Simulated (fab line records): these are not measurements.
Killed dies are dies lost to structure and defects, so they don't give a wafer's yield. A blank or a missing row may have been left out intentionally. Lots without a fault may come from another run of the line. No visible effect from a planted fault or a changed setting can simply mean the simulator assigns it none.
Check for tools in common ; flow gf180mcu ; Lots sampled 13, wafers sampled 39

## WHY IT WAS OPENED
Of 13 lots, 2 have the reading V3_CVD_00_THK flagged at GF_V3_THK_MEAS_01. Wafers without a fault read 602 nm, standard deviation 8.4.
Rule: a lot is flagged in two cases, either no wafer of it has a number, or all its wafers with numbers fall more than 4 standard deviations from that mean. All remaining lots are regarded as sound.

lot;measured;on;V3_CVD_00_THK (nm), wafer by wafer;flag
L361;day 21 14:29;filmMetro-01;604 596 603;
L363;day 22 12:03;filmMetro-03;600 611 601;
L364;day 22 19:32;filmMetro-03;588 596 590;
L365;day 23 12:59;filmMetro-02;602 597 604;
L366;day 23 19:53;filmMetro-01;296 297 303;FLAGGED
L367;day 23 23:10;filmMetro-01;298 302 301;FLAGGED
L368;day 24 10:07;filmMetro-02;597 585 600;
L374;day 26 07:41;filmMetro-01;606 612 603;
L375;day 26 14:29;filmMetro-03;601 604 612;
L378;day 27 17:58;filmMetro-01;596 603 600;
L379;day 28 01:07;filmMetro-03;604 618 618;
L380;day 28 06:44;filmMetro-03;612 619 618;
L381;day 28 09:43;filmMetro-02;600 592 602;
On average the flagged lots' numbers are 300 nm, which is -302 nm against the usual, or -36 standard deviations.

## EACH LOT AND THE TOOL IT RAN ON
The record holds 2 process steps before the reading, out of a route of 602 steps. In each cell: the tool, then ch and the chambers that the sampled wafers went through, then the start.
lot;flag;GF_M3_SPUTTER_03;GF_V3_CVD_00
L361;;pvdSputter-04, day 20 13:39;hdpcvd-01 ch 0,1,2, day 21 14:24
L363;;pvdSputter-04, day 21 12:01;hdpcvd-02 ch 0,2, day 22 11:57
L364;;pvdSputter-04, day 21 19:36;hdpcvd-01 ch 1,2, day 22 19:28
L365;;pvdSputter-04, day 22 13:17;hdpcvd-01 ch 0,1,2, day 23 12:55
L366;FLAGGED;pvdSputter-02, day 22 19:58;hdpcvd-01 ch 0, day 23 19:47
L367;FLAGGED;pvdSputter-04, day 22 23:22;hdpcvd-01 ch 0,1, day 23 23:04
L368;;pvdSputter-02, day 23 10:16;hdpcvd-02 ch 0,1, day 24 10:02
L374;;pvdSputter-03, day 25 10:05;hdpcvd-02 ch 0,1, day 26 07:36
L375;;pvdSputter-04, day 25 17:27;hdpcvd-02 ch 0,1,2, day 26 14:25
L378;;pvdSputter-02, day 26 21:54;hdpcvd-01 ch 0,1, day 27 17:54
L379;;pvdSputter-02, day 27 04:46;hdpcvd-02 ch 0,1, day 28 01:03
L380;;pvdSputter-03, day 27 09:53;hdpcvd-02 ch 0,1,2, day 28 06:37
L381;;pvdSputter-02, day 27 12:53;hdpcvd-01 ch 0,1,2, day 28 09:38
What the steps here do:
- GF_M3_SPUTTER_03: material Ti, target thk 10 nm, time 6.7 s.
- GF_V3_CVD_00: deposits SiO2, target thk 600 nm, time 100 s.
- GF_V3_THK_MEAS_01

## FLAGGED AGAINST TOTAL, ONE TOOL AT A TIME (gauges that did the reading follow at the end)
step;tool;lots run;flagged;share of the flagged lots;sound lots run after its first flagged lot
GF_M3_SPUTTER_03;pvdSputter-02;5;1;some;4 (L368,L378,L379,L381)
GF_M3_SPUTTER_03;pvdSputter-03;2;0;none;-
GF_M3_SPUTTER_03;pvdSputter-04;6;1;some;1 (L375)
GF_V3_CVD_00;hdpcvd-01;7;2;all;2 (L378,L381)
GF_V3_CVD_00;hdpcvd-02;6;0;none;-
GF_V3_THK_MEAS_01;filmMetro-01;5;2;all;2 (L374,L378)
GF_V3_THK_MEAS_01;filmMetro-02;3;0;none;-
GF_V3_THK_MEAS_01;filmMetro-03;5;0;none;-

## WHAT THE TABLE ALLOWS
In 2 table rows, all flagged lots were run: hdpcvd-01 (GF_V3_CVD_00), filmMetro-01 (GF_V3_THK_MEAS_01).
- hdpcvd-01 at GF_V3_CVD_00: 2 of its 7 lots flagged. Sound lots followed the first flagged one (L378, L381) on it, something a lasting fault affecting the whole tool could not allow. Its own readings lie more than 4 standard deviations out on every wafer of the flagged lots: sih4FlowSccm.
- filmMetro-01 at GF_V3_THK_MEAS_01: 2 of its 5 lots flagged. Sound lots followed the first flagged one (L374, L378) on it, something a lasting fault affecting the whole tool could not allow.
Every row of the table either missed a flagged lot or ran a sound lot after the first.

## WHAT THE SIMULATOR HAD INSERTED
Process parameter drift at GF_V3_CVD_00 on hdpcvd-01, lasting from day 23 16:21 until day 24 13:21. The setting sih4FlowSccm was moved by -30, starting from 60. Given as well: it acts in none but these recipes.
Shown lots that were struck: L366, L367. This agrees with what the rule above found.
